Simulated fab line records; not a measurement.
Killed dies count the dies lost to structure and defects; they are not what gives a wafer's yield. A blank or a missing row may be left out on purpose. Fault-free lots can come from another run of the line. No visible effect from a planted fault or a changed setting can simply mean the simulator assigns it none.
2 desks looking at one fault    flow sky130    what lay behind the numbers comes last; until then each desk has only its own

TOOL OWNER'S DESK, pvd_sputter-04
At SKY_METAL1_SPUTTER_04 (material TiN, target thk 70 nm, time 58.3 s) the tool's own readings: per lot run on this tool, the mean of the sampled wafers that have a number. A lot is out of limits, marked OUT, if its mean lies more than 4 standard deviations from the usual mean; the brackets give that distance.
Columns: A = throttle_valve_pct at SKY_METAL1_SPUTTER_04, usual 30.0 %
lot   first seen here  A
L252  day 33 06:02     30.7
L263  day 36 10:47     29.1
This desk's verdict: no lot among the 2 shows anything out of limits.

FROM THE METROLOGY DESK
Lot by lot, what the gauges showed, no matter which tool ran the lot: averages of those sampled wafers that carry a number. A lot is out of limits, marked OUT, if its mean lies more than 4 standard deviations from the usual mean; the brackets give that distance.
Columns: A = CONTACT_W_RS at SKY_CONTACT_RS_MEAS_25, usual 0.338 ohm/sq; B = CONTACT_W_THK at SKY_CONTACT_THK_MEAS_26, usual 358 nm; C = METAL1_ALCU_RS at SKY_METAL1_RS_MEAS_05, usual 0.1259 ohm/sq; D = METAL1_ALCU_THK at SKY_METAL1_THK_MEAS_06, usual 252.0 nm; E = cd_nm at SKY_METAL1_CD_MEAS_15, usual 139.6 nm; F = METAL1_OVL at SKY_METAL1_OVL_MEAS_16, usual 0 nm
lot   first seen here  A      B    C       D      E      F
L252  day 33 05:29     0.338  358  0.1255  253.0  138.8  8
L263  day 36 10:13     0.339  355  0.1251  243.2  139.0  -6
L268  day 37 18:38     0.336  358  0.1254  254.1  141.0  8
L269  day 38 00:29     0.343  353  0.1272  249.7  139.1  12
L273  day 39 05:19     0.330  368  0.1260  253.5  139.6  2
This desk's verdict: no lot among the 5 shows anything out of limits.

PUT TOGETHER
The tool owner's desk saw nothing out of limits.
Metrology desk: nothing out of limits seen.

WHAT HAD BEEN PUT IN BY THE SIMULATOR
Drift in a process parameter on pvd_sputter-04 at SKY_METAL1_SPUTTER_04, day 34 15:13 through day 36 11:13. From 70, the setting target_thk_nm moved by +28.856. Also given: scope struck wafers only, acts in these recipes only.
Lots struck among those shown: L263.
